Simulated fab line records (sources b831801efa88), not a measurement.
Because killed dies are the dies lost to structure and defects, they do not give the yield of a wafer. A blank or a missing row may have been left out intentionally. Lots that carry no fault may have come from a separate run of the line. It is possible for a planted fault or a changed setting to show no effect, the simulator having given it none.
Which tool was responsible? -- flow gf180mcu -- Sampling: 12 lots, 36 wafers, 3 of 602 route steps

== WHAT EACH GAUGE READ, for each wafer ==
GF_V1_THK_MEAS_01. Usual: V1_CVD_00_THK typically reads 598 nm, with standard deviation 5.4.
lot,measured,on,V1_CVD_00_THK (nm),flag
L640,day 17 13:32,film_metro-03,608 601 594,
L641,day 17 17:48,film_metro-02,602 605 599,
L643,day 18 18:26,film_metro-02,598 594 596,
L644,day 19 07:02,film_metro-03,587 587 583,
L645,day 19 11:59,film_metro-02,595 600 595,
L646,day 19 16:29,film_metro-02,596 599 600,
L649,day 20 19:59,film_metro-03,594 600 607,
L650,day 21 05:54,film_metro-03,598 596 598,
L654,day 22 12:52,film_metro-03,606 606 600,
L656,day 23 23:55,film_metro-02,595 602 597,
L660,day 24 10:26,film_metro-04,585 594 596,
L662,day 25 14:37,film_metro-02,594 596 594,

== TOOL THAT RAN EACH LOT (tool first, then ch and the chambers of the sampled wafers, then the start) ==
lot,GF_CONTACT_STRIP_18,GF_M1_SPUTTER_04
L640,"plasma_asher-01 ch 0,1, day 16 13:34","pvd_sputter-04, day 16 14:43"
L641,"plasma_asher-02 ch 0,1, day 16 17:08","pvd_sputter-02, day 16 18:16"
L643,"plasma_asher-01 ch 0,1, day 17 16:56","pvd_sputter-04, day 17 18:05"
L644,"plasma_asher-02 ch 0,1, day 18 04:29","pvd_sputter-03, day 18 05:42"
L645,"plasma_asher-02 ch 0,1, day 18 09:17","pvd_sputter-03, day 18 10:26"
L646,"plasma_asher-03 ch 0,1, day 18 14:17","pvd_sputter-04, day 18 15:29"
L649,"plasma_asher-02 ch 0,1, day 19 18:22","pvd_sputter-03, day 19 19:31"
L650,"plasma_asher-01 ch 0,1, day 20 04:19","pvd_sputter-02, day 20 05:30"
L654,"plasma_asher-03 ch 0,1, day 21 11:34","pvd_sputter-02, day 21 12:44"
L656,"plasma_asher-02 ch 0,1, day 22 23:46","pvd_sputter-02, day 23 00:53"
L660,"plasma_asher-03 ch 1, day 23 10:23","pvd_sputter-02, day 23 11:33"
L662,"plasma_asher-01 ch 0,1, day 24 15:13","pvd_sputter-04, day 24 16:22"
- GF_CONTACT_STRIP_18: strips in O2/N2.
- GF_M1_SPUTTER_04: material TiN, target thk 50 nm, time 41.7 s.

== WHAT THE TOOLS THEMSELVES READ (means of the sampled wafers that have a number; where no wafer has one, the mark that the record gives instead) ==
GF_CONTACT_STRIP_18. Usual: drypump_motor_current_A 6.1 A, standard deviation 0.39; heater_power_w 335 W, standard deviation 34; oes_product_au 0.579 a.u., standard deviation 0.0053.
lot,tool,drypump_motor_current_A (A),heater_power_w (W),oes_product_au (a.u.),flag
L640,plasma_asher-01,6.2,320,0.580,
L641,plasma_asher-02,5.8,326,0.578,
L643,plasma_asher-01,6.2,318,0.585,
L644,plasma_asher-02,6.2,357,0.578,
L645,plasma_asher-02,5.8,329,0.584,
L646,plasma_asher-03,5.9,359,0.585,
L649,plasma_asher-02,5.8,327,0.580,
L650,plasma_asher-01,6.3,311,0.577,
L654,plasma_asher-03,6.1,356,0.579,
L656,plasma_asher-02,6.2,350,0.581,
L660,plasma_asher-03,5.6,362,0.583,
L662,plasma_asher-01,6.2,325,0.575,

GF_M1_SPUTTER_04. Usual: 30.1 % for throttle_valve_pct, sd 1.1.
lot,tool,throttle_valve_pct (%),flag
L640,pvd_sputter-04,29.9,
L641,pvd_sputter-02,31.1,
L643,pvd_sputter-04,29.8,
L644,pvd_sputter-03,30.1,
L645,pvd_sputter-03,30.5,
L646,pvd_sputter-04,28.3,
L649,pvd_sputter-03,30.1,
L650,pvd_sputter-02,30.6,
L654,pvd_sputter-02,30.8,
L656,pvd_sputter-02,30.6,
L660,pvd_sputter-02,30.4,
L662,pvd_sputter-04,29.0,

== THE ANSWER, worked out from the rows above alone ==
Rule: a lot is off if the mean of its wafers that have a number lies more than 3 standard deviations from the usual mean. A lot without any number at a reading at which 4 lots or more have one is off too. All remaining lots with rows at the step are treated as sound. First the gauges in route order, then the tools' own readings, where a lot's mean is used as printed above. At the first step where some lot is off, the reading lying furthest off is the one used; lots without a number count as furthest.
No lot is off on any of the readings shown, so nothing can be concluded from this.

== WHAT HAD BEEN PUT IN BY THE SIMULATOR ==
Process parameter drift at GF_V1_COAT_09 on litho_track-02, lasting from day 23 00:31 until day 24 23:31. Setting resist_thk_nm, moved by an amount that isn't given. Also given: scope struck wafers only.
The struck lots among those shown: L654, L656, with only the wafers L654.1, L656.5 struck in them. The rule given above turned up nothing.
